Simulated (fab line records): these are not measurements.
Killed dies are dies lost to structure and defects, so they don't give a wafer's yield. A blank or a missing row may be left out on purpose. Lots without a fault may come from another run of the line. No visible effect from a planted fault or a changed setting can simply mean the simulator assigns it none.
fab line records	flow sfqLine
record: lots: 14	wafers: 42	lastDay: 92
route steps=325 shown M3@119 I3@134 R5@214 M8@322
lots with no fault: from the same line, run without faults
startH: hours from the record's opening day to when the first of the lot's shown wafers began	waitH: time in hours since the lot's previous step	" unchanged from the row above	L1.1+2: one row covering several wafers at once	- either no value or no given start	* or withheld: withheld	< > ~ a bound
route shown NAME@n: a module of which the file shows steps, and the number in the route of the first	usual: the fault-free wafers' mean and standard deviation	same: alike in all rows	chamber/n: place in a boat	sites: per-site readings	_std_site: the values' standard deviation	_edge_site: mean of outer sites minus mean of inner sites	radiusMm: for every site, how far away it sits from the centre of the wafer	mask NAME#n: copy n	behind: the most recent tool/chamber to have shaped the wafer	hold: reason for holding the lot/hours on hold/outcome of the hold	device: whichever transistor did not switch (one of n, p or np)	end of line: tests run on the same wafers once the route is complete	a step given without rows: its recipe and nothing more	killed: the dies lost at the first sort to structure and to defects; this is not the yield of the wafer	map: the dies of a wafer, with x for killed, . for not killed, _ for no die there
set.NAME: the setting that was run; set.NAME@STEP: the one run at that earlier step	model.NAME: the simulator's own value behind a step, which no gauge read
one table for each step of the route and one row for each wafer, over a sample of lots
services: when a tool's chamber went out of use (startH, in hours from the record's first day, below 0 if earlier), for how many hours, and the reason
== steps ==
step: SFQ_TRILAYER_M3_DEP_SPUTTER_073
recipe: material: Nb	basePressurePa: 1.33e-06	chamberPressurePa: 0.1333	substrateTempC: 20	resputterCathodeVoltageV: 400	targetThkNm: 200	powerW: 2000	timeS: 133.3
usual: chamberPressurePa: 0.13328/0.00025	throttleValvePct: 30.1/1.2
lot.wafer	tool	chamber	startH	waitH	chamberPressurePa	throttleValvePct
L443.4	pvdSputter-06	-	918.94	0.0	0.13359	29.9
L443.5	"	-	"	"	0.1332	30.2
L443.6	"	-	"	"	0.13323	29.7
L444.1	pvdSputter-05	-	922.54	0.0	0.13321	31.4
L444.2	"	-	"	"	0.13301	31.5
L444.5	"	-	"	"	0.13235	31.2
L445.1	pvdSputter-04	-	924.94	0.0	0.13328	30.5
L445.3	"	-	"	"	0.13305	30.1
L445.4	"	-	"	"	0.13364	29.8
L446.1	pvdSputter-05	-	928.54	0.0	0.13372	31.2
L446.2	"	-	"	"	0.13334	28.2
L446.5	"	-	"	"	0.13276	31.7
L447.1	pvdSputter-06	-	950.14	0.0	0.1328	30.8
L447.4	"	-	"	"	0.13345	30.1
L447.5	"	-	"	"	0.13335	29.7
L454.1	pvdSputter-04	-	1012.92	0.0	0.13343	27.2
L454.3	"	-	"	"	0.13317	29.9
L454.4	"	-	"	"	0.1332	30.4
L456.3	pvdSputter-06	-	1035.73	0.0	0.13324	30.4
L456.4	"	-	"	"	0.13341	30.1
L456.6	"	-	"	"	0.1335	31.6
L457.2	pvdSputter-06	-	1048.92	0.0	0.13316	31.5
L457.3	"	-	"	"	0.13323	30.4
L457.5	"	-	"	"	0.13301	30.5
L459.1	pvdSputter-05	-	1064.53	0.0	0.13358	31.3
L459.5	"	-	"	"	0.13327	28.2
L459.6	"	-	"	"	0.13309	31.0
L461.3	pvdSputter-05	-	1067.06	0.0	0.13335	31.0
L461.4	"	-	"	"	0.1335	30.8
L461.5	"	-	"	"	0.13339	31.2
L462.1	pvdSputter-06	-	1068.24	0.0	0.13314	31.2
L462.2	"	-	"	"	0.13356	30.5
L462.6	"	-	"	"	0.13355	30.3
L463.3	pvdSputter-05	-	1221.10	0.0	0.13288	31.3
L463.4	"	-	"	"	0.13326	31.7
L463.6	"	-	"	"	0.13295	31.1
L465.1	pvdSputter-04	-	1236.87	0.0	0.13312	30.1
L465.2	"	-	"	"	0.13325	27.2
L465.6	"	-	"	"	0.13333	30.3
L466.1	pvdSputter-06	-	1253.91	0.0	0.13365	30.1
L466.2	"	-	"	"	0.13297	30.9
L466.6	"	-	"	"	0.1334	30.7
step: SFQ_TRILAYER_I3_CMP_CMP_082
recipe: material: SiO2	downForcePsi: 3	platenRpm: 60	padVelocityMS: 0.94248
usual: motorCurrentA: 10.2/0.71	slurryFilterDpKPa: 13.51/0.15	timeToEndpointS: 212/8.2
lot.wafer	tool	chamber	startH	waitH	motorCurrentA	slurryFilterDpKPa	timeToEndpointS
L443.4	cmp-01	3	1055.54	0.5	9.6	13.65	214
L443.5	"	2	1057.04	2.0	11.6	13.37	226
L443.6	"	3	"	"	10.3	13.51	214
L444.2	cmp-01	2	1059.10	0.5	11.9	13.66	225
L444.1	"	0	1060.10	1.5	9.6	13.39	233
L444.5	"	2	1061.10	2.5	11.2	13.53	225
L445.4	cmp-01	1	1063.40	0.0	10.3	13.35	218
L445.1	"	2	"	"	11.1	13.48	184
L445.3	"	0	1064.90	1.5	9.9	13.32	219
L446.1	cmp-01	2	1068.20	0.0	11.5	13.34	208
L446.2	"	1	1069.70	1.5	9.8	13.69	206
L446.5	"	3	1070.70	2.5	10.5	13.64	192
L447.4	cmp-02	1	1094.86	2.5	9.3	13.35	209
L447.1	"	3	1095.86	3.6	10.8	13.46	213
L447.5	"	0	"	"	10.3	13.54	219
L454.1	cmp-02	1	1156.05	0.0	9.3	13.97	204
L454.4	"	3	1157.05	1.0	10.8	13.04	222
L454.3	"	0	"	"	10.3	13.58	210
L456.3	cmp-02	2	1181.05	5.4	9.4	13.35	204
L456.4	"	3	"	"	11.0	13.69	213
L456.6	"	0	"	"	10.0	13.78	212
L457.3	cmp-02	3	1192.05	2.9	10.9	13.83	213
L457.2	"	1	1193.05	3.9	10.1	13.48	205
L457.5	"	0	1194.55	5.4	10.5	13.60	205
L459.1	cmp-01	1	1205.66	0.5	10.2	13.63	203
L459.5	"	0	1207.16	2.0	10.2	13.28	209
L459.6	"	1	"	"	9.5	13.61	211
L461.4	cmp-02	2	1209.68	0.5	9.6	13.83	208
L461.3	"	3	"	"	11.4	13.52	209
L461.5	"	2	1211.68	2.5	9.5	13.56	215
L462.2	cmp-01	2	1212.08	0.5	11.7	13.60	211
L462.1	"	0	1213.08	1.5	9.5	13.49	208
L462.6	"	2	1214.08	2.5	11.8	13.54	220
L463.4	cmp-02	1	1227.78	3.0	9.6	13.31	216
L463.3	"	2	"	"	9.7	13.57	212
L463.6	"	2	1230.28	5.5	10.1	13.61	216
L465.1	cmp-01	3	1242.55	2.1	9.2	13.53	205
L465.2	"	1	1243.55	3.1	9.3	13.47	202
L465.6	"	2	"	"	11.3	13.52	222
L466.1	cmp-01	2	1261.86	0.9	12.1	13.52	199
L466.2	"	1	1263.36	2.4	9.9	13.49	198
L466.6	"	2	"	"	11.4	13.56	217
step: SFQ_TRILAYER_I3_METRO_MEASURE_083
usual: thkNm: 199.6/0.94
lot.wafer	tool	chamber	startH	waitH	thkNm
L443.4	filmMetro-03	-	1058.76	0.6	199.2
L443.5	"	-	"	"	200.6
L443.6	"	-	"	"	199.0
L444.1	filmMetro-02	-	1061.72	0.1	199.6
L444.2	"	-	"	"	201.6
L444.5	"	-	"	"	201.3
L445.1	filmMetro-03	-	1066.52	0.1	221.9
L445.3	"	-	"	"	199.8
L445.4	"	-	"	"	200.2
L446.1	filmMetro-04	-	1071.32	0.1	220.8
L446.2	"	-	"	"	198.6
L446.5	"	-	"	"	219.8
L447.1	filmMetro-04	-	1097.48	0.1	201.3
L447.4	"	-	"	"	199.0
L447.5	"	-	"	"	200.3
L454.1	filmMetro-04	-	1159.17	0.1	199.8
L454.3	"	-	"	"	200.8
L454.4	"	-	"	"	200.3
L456.3	filmMetro-04	-	1183.57	0.5	200.1
L456.4	"	-	"	"	200.0
L456.6	"	-	"	"	197.6
L457.2	filmMetro-02	-	1195.37	0.3	198.3
L457.3	"	-	"	"	200.1
L457.5	"	-	"	"	201.1
L459.1	filmMetro-04	-	1208.28	0.1	199.9
L459.5	"	-	"	"	199.0
L459.6	"	-	"	"	197.8
L461.3	filmMetro-02	-	1212.70	0.5	199.5
L461.4	"	-	"	"	198.7
L461.5	"	-	"	"	198.9
L462.1	filmMetro-04	-	1214.70	0.1	199.1
L462.2	"	-	"	"	200.5
L462.6	"	-	"	"	199.5
L463.3	filmMetro-02	-	1231.30	0.5	199.6
L463.4	"	-	"	"	198.5
L463.6	"	-	"	"	199.0
L465.1	filmMetro-03	-	1245.17	0.1	199.0
L465.2	"	-	"	"	198.2
L465.6	"	-	"	"	200.4
L466.1	filmMetro-03	-	1264.98	0.1	200.9
L466.2	"	-	"	"	199.0
L466.6	"	-	"	"	200.0
step: SFQ_TRILAYER_I3_VIA_ETCH_VIA_ETCH_088
recipe: target: SiO2	stopOn: Nb	maskMaterial: PR	taperDeg: 20	chemistry: CHF3	targetDepthNm: 260	sourceW: 500	biasW: 80	pressureMtorr: 30	timeS: withheld
usual: drypumpMotorCurrentA: 5.6/0.45	oesProductAu: 0.854/0.0053
lot.wafer	tool	chamber	startH	waitH	drypumpMotorCurrentA	oesProductAu
L443.4	rieDiel-03	0	1197.38	0.0	5.2	0.857
L443.5	"	1	"	"	4.8	0.851
L443.6	"	0	"	"	5.3	0.857
L444.1	rieDiel-03	3	1202.18	0.0	5.5	0.853
L444.2	"	0	"	"	5.3	0.866
L444.5	"	3	"	"	5.5	0.853
L445.1	rieDiel-01	0	1209.38	0.0	5.9	0.907
L445.3	"	1	"	"	6.1	0.850
L445.4	"	3	"	"	4.8	0.860
L446.1	rieDiel-02	1	1216.58	0.0	5.4	0.912
L446.2	"	3	"	"	6.2	0.852
L446.5	"	3	"	"	6.2	0.903
L447.1	rieDiel-03	0	1239.38	0.0	5.3	0.861
L447.4	"	1	"	"	4.8	0.852
L447.5	"	2	"	"	5.1	0.857
L454.1	rieDiel-02	2	1295.63	0.0	6.0	0.857
L454.3	"	3	"	"	6.2	0.861
L454.4	"	1	"	"	5.3	0.845
L456.3	rieDiel-01	0	1312.43	0.0	5.9	0.848
L456.4	"	3	"	"	4.8	0.855
L456.6	"	2	"	"	5.7	0.853
L457.2	rieDiel-02	1	1326.17	0.0	5.3	0.849
L457.3	"	3	"	"	6.2	0.865
L457.5	"	0	"	"	5.8	0.857
L459.1	rieDiel-02	1	1341.69	0.0	5.3	0.853
L459.5	"	3	"	"	6.2	0.858
L459.6	"	2	"	"	6.0	0.853
L461.3	rieDiel-02	1	1346.49	0.0	5.3	0.847
L461.4	"	2	"	"	6.0	0.856
L461.5	"	1	"	"	5.3	0.852
L462.1	rieDiel-02	3	1348.89	0.0	6.2	0.852
L462.2	"	2	"	"	6.0	0.856
L462.6	"	2	"	"	6.0	0.854
L463.3	rieDiel-02	1	1358.49	0.0	5.4	0.858
L463.4	"	3	"	"	6.2	0.853
L463.6	"	0	"	"	5.8	0.854
L465.1	rieDiel-02	2	1372.91	0.0	6.0	0.846
L465.2	"	0	"	"	5.9	0.853
L465.6	"	0	"	"	5.9	0.856
L466.1	rieDiel-03	0	1387.29	0.0	5.3	0.862
L466.2	"	2	"	"	5.1	0.853
L466.6	"	0	"	"	5.3	0.864
step: SFQ_TRILAYER_R5_DEP_SPUTTER_134
recipe: material: Ti	basePressurePa: 1.33e-06	targetThkNm: 5	powerW: 2000	timeS: 5	chamberPressurePa: 0.4
usual: chamberPressurePa: 0.4000/0.00089	throttleValvePct: 29.8/1.1
lot.wafer	tool	chamber	startH	waitH	chamberPressurePa	throttleValvePct
L443.4	pvdSputter-06	-	1576.37	0.0	0.4010	30.1
L443.5	"	-	"	"	0.4004	29.7
L443.6	"	-	"	"	0.4004	31.3
L444.1	pvdSputter-04	-	1587.17	0.0	0.3997	29.7
L444.2	"	-	"	"	0.3999	29.9
L444.5	"	-	"	"	0.3996	30.4
L445.1	pvdSputter-04	-	1599.92	0.0	0.4004	30.6
L445.3	"	-	"	"	0.3998	29.9
L445.4	"	-	"	"	0.4005	30.3
L446.1	pvdSputter-06	-	1609.22	0.0	0.3992	29.4
L446.2	"	-	"	"	0.4005	30.1
L446.5	"	-	"	"	0.4008	30.3
L447.1	pvdSputter-04	-	1635.02	0.0	0.3990	27.4
L447.4	"	-	"	"	0.4002	29.8
L447.5	"	-	"	"	0.3989	29.7
L454.1	pvdSputter-04	-	1716.02	0.0	0.4001	27.1
L454.3	"	-	"	"	0.3995	30.4
L454.4	"	-	"	"	0.3997	30.4
L456.3	pvdSputter-06	-	1721.46	0.0	0.4003	31.3
L456.4	"	-	"	"	0.3998	29.4
L456.6	"	-	"	"	0.4010	29.9
L457.2	pvdSputter-04	-	1724.46	0.0	0.3996	30.6
L457.3	"	-	"	"	0.4005	29.7
L457.5	"	-	"	"	0.4003	30.2
L459.1	pvdSputter-06	-	1737.93	0.0	0.3997	31.4
L459.5	"	-	"	"	0.4002	30.1
L459.6	"	-	"	"	0.4008	29.7
L461.3	pvdSputter-06	-	1753.00	0.0	0.4015	31.5
L461.4	"	-	"	"	0.4011	30.5
L461.5	"	-	"	"	0.4005	30.7
L462.1	pvdSputter-03	-	1757.80	0.0	0.3999	27.9
L462.2	"	-	"	"	0.3987	30.7
L462.6	"	-	"	"	0.4010	29.5
L463.3	pvdSputter-06	-	1762.60	0.0	0.4007	29.6
L463.4	"	-	"	"	0.4000	31.3
L463.6	"	-	"	"	0.4007	31.5
L465.1	pvdSputter-03	-	1771.05	0.0	0.3994	29.9
L465.2	"	-	"	"	0.3990	28.2
L465.6	"	-	"	"	0.3978	28.1
L466.1	pvdSputter-03	-	1778.67	0.0	0.3992	29.5
L466.2	"	-	"	"	0.3995	27.8
L466.6	"	-	"	"	0.3992	29.5
step: SFQ_M8_RS_MEAS_949
recipe: thkMeasGauge: four-point-probe	reads: Au_of_TRILAYER_M8_DEP_EVAP_196+Pt_of_TRILAYER_M8_DEP_EVAP_198+Ti_of_TRILAYER_M8_DEP_EVAP_197
usual: M8_AU_RS: 0.1543/0.002
lot.wafer	tool	chamber	startH	waitH	M8_AU_RS[ohm/sq]
L443.4	filmMetro-01	-	1755.68	0.3	0.1559
L443.5	"	-	"	"	0.1571
L443.6	"	-	"	"	0.1557
L444.1	filmMetro-02	-	1847.55	0.3	0.1547
L444.2	"	-	"	"	0.1519
L444.5	"	-	"	"	0.1524
L445.1	filmMetro-02	-	1848.75	0.3	0.1549
L445.3	"	-	"	"	0.1556
L445.4	"	-	"	"	0.1529
L446.1	filmMetro-04	-	1944.30	0.3	0.1540
L446.2	"	-	"	"	0.1538
L446.5	"	-	"	"	0.1529
L447.1	filmMetro-02	-	1945.50	0.3	0.1559
L447.4	"	-	"	"	0.1570
L447.5	"	-	"	"	0.1536
L454.1	filmMetro-02	-	2179.23	0.3	0.1567
L454.3	"	-	"	"	0.1514
L454.4	"	-	"	"	0.1537
L456.3	filmMetro-01	-	2188.13	0.3	0.1517
L456.4	"	-	"	"	0.1558
L456.6	"	-	"	"	0.1552
L457.2	filmMetro-01	-	2192.58	0.3	0.1541
L457.3	"	-	"	"	0.1524
L457.5	"	-	"	"	0.1543
L459.1	filmMetro-02	-	2196.44	0.3	0.1533
L459.5	"	-	"	"	0.1529
L459.6	"	-	"	"	0.1530
L461.3	filmMetro-01	-	2201.00	0.3	0.1538
L461.4	"	-	"	"	0.1525
L461.5	"	-	"	"	0.1521
L462.1	filmMetro-02	-	2203.36	0.3	0.1522
L462.2	"	-	"	"	0.1562
L462.6	"	-	"	"	0.1562
L463.3	filmMetro-04	-	2207.13	0.3	0.1544
L463.4	"	-	"	"	0.1541
L463.6	"	-	"	"	0.1539
L465.1	filmMetro-02	-	2209.49	0.3	0.1534
L465.2	"	-	"	"	0.1542
L465.6	"	-	"	"	0.1535
L466.1	filmMetro-04	-	2213.24	0.3	0.1533
L466.2	"	-	"	"	0.1550
L466.6	"	-	"	"	0.1534
== services ==
tool	chamber	startH	hours	kind
cmp-01	-	915.37	4.0	pm
rieDiel-02	-	926.14	0.9	repair
pvdSputter-04	-	957.28	2.1	repair
rieDiel-02	3	991.16	21.8	repair
cmp-01	-	1036.75	2.7	repair
rieDiel-02	3	1049.64	13.1	repair
rieDiel-02	0	1050.27	1.7	repair
pvdSputter-04	-	1052.41	1.0	repair
cmp-01	-	1093.17	2.3	repair
cmp-01	-	1099.82	0.8	repair
pvdSputter-06	-	1104.66	8.3	repair
pvdSputter-04	-	1110.59	1.6	repair
rieDiel-02	2	1157.82	7.1	repair
rieDiel-02	-	1186.52	0.6	repair
cmp-01	-	1217.58	6.5	pm
rieDiel-02	-	1228.68	2.8	pm
cmp-01	-	1257.86	4.0	pm
pvdSputter-04	-	1285.03	0.6	repair
cmp-01	-	1363.31	1.1	repair
rieDiel-02	1	1366.58	17.3	repair
pvdSputter-06	-	1391.21	4.8	repair
pvdSputter-06	-	1614.09	9.0	repair
pvdSputter-06	-	1660.33	1.8	repair
pvdSputter-06	-	1671.29	0.5	repair
== key ==
firstSign: step: SFQ_TRILAYER_I3_CMP_CMP_082	reading: timeToEndpointS	direction: down	sigmas: 2.1	usual: *	struck: *
effect: step: SFQ_TRILAYER_I3_METRO_MEASURE_083	reading: thkNm	direction: up	sigmas: 23	usual: 199.6	struck: 220.8
effect: step: SFQ_TRILAYER_I3_VIA_ETCH_VIA_ETCH_088	reading: oesProductAu	direction: up	sigmas: 10	usual: 0.854	struck: 0.907
metAt SFQ_TRILAYER_I3_CMP_CMP_082
struckLots L445,L446
struckWafers L445.1,L446.1,L446.5
notActingAt SFQ_TRILAYER_M3_DEP_SPUTTER_073,SFQ_TRILAYER_R5_DEP_SPUTTER_134,SFQ_M8_RS_MEAS_949
fault: kind: processParameterDrift	tool: cmp-01	chamber: -	onsetH: 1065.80	steps: SFQ_TRILAYER_I3_CMP_CMP_082	channel: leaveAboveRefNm	offset: 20	shape: step	endH: 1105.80	scope: struckWafersOnly	actsIn: theseRecipesOnly	stated: 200
